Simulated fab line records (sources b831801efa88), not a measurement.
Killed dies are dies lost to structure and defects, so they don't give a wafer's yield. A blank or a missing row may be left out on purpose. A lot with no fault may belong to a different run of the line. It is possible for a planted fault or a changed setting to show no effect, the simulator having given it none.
One fault through the eyes of 2 desks || flow sky130 || what lay behind the numbers comes last; until then each desk has only its own

== FROM THE METROLOGY DESK ==
What the gauges read, lot by lot, whatever tool the lot ran on: means of the sampled wafers that have a number. A lot is out of limits, marked OUT, if its mean lies more than 4 standard deviations from the usual mean; the brackets give that distance.
Columns: A = CONTACT_CVD_00_THK at SKY_CONTACT_THK_MEAS_01, usual 75.4 nm; B = cd nm at SKY_CONTACT_CD_MEAS_14, usual 170.1 nm; C = CONTACT_W_RS at SKY_CONTACT_RS_MEAS_25, usual 0.340 ohm/sq; D = CONTACT_W_THK at SKY_CONTACT_THK_MEAS_26, usual 346 nm
{"lot": "L633", "first seen here": "day 30 10:16", "A": 75.2, "B": 168.1, "C": 0.337, "D": 352}
{"lot": "L637", "first seen here": "day 31 18:35", "A": 76.0, "B": 170.3, "C": 0.339, "D": 342}
{"lot": "L640", "first seen here": "day 32 19:41", "A": 75.5, "B": 169.5, "C": 0.333, "D": 353}
{"lot": "L641", "first seen here": "day 33 04:30", "A": 75.8, "B": 171.6, "C": 0.344, "D": 341}
{"lot": "L642", "first seen here": "day 33 11:34", "A": 75.6, "B": 170.1, "C": 0.343, "D": 341}
{"lot": "L643", "first seen here": "day 33 18:39", "A": 76.5, "B": 168.0, "C": "0.238 (-31) OUT", "D": "502 (+35) OUT"}
{"lot": "L644", "first seen here": "day 34 06:07", "A": 75.9, "B": 171.0, "C": "0.237 (-31) OUT", "D": "501 (+35) OUT"}
{"lot": "L652", "first seen here": "day 36 15:10", "A": 75.9, "B": 170.0, "C": 0.342, "D": 342}
{"lot": "L653", "first seen here": "day 36 22:10", "A": 75.5, "B": 169.4, "C": 0.340, "D": 345}
{"lot": "L654", "first seen here": "day 37 00:44", "A": 74.8, "B": 170.0, "C": 0.342, "D": 345}
{"lot": "L655", "first seen here": "day 37 11:42", "A": 75.1, "B": 168.1, "C": 0.336, "D": 343}
{"lot": "L656", "first seen here": "day 37 18:40", "A": 75.6, "B": 171.5, "C": 0.340, "D": 348}
This desk's finding: out of limits on L643, L644; first on L643, day 34 23:11 (CONTACT_W_RS at SKY_CONTACT_RS_MEAS_25). In limits: L633, L637, L640, L641, L642, L652, L653, L654, L655, L656.

== THE TOOL OWNER'S DESK: cvd w-02 ==
The tool's own readings at SKY_CONTACT_CVD_24 (deposits W, target thk 340 nm, time 102.12 s): means of the sampled wafers that have a number, for each lot that ran on this tool. A lot is out of limits, marked OUT, if its mean lies more than 4 standard deviations from the usual mean; the brackets give that distance.
Columns: A = heater power w at SKY_CONTACT_CVD_24, usual 951 W
{"lot": "L641", "first seen here": "day 34 08:27", "A": 859}
{"lot": "L643", "first seen here": "day 34 23:03", "A": 963}
{"lot": "L644", "first seen here": "day 35 10:04", "A": 904}
{"lot": "L653", "first seen here": "day 38 01:58", "A": 860}
{"lot": "L654", "first seen here": "day 38 04:40", "A": 913}
{"lot": "L656", "first seen here": "day 38 21:29", "A": 963}
This desk's finding: nothing out of limits on any of the 6 lots.

== TAKEN TOGETHER ==
An alarm was possible from the metrology desk at day 34 23:11, on L643, L644.
The desk of the tool owner found nothing out of limits.
On record at the tool owner's desk: L643, L644, within its limits.
Every lot named ran SKY_CONTACT_CVD_24 on cvd w-02.

== WHAT WAS PUT IN BY THE SIMULATOR ==
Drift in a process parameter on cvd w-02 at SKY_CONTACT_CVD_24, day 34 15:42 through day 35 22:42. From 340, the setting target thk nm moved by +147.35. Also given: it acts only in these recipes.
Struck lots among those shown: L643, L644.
Hours from the fault's start to each desk's first reading out of limits: the metrology desk, 7.
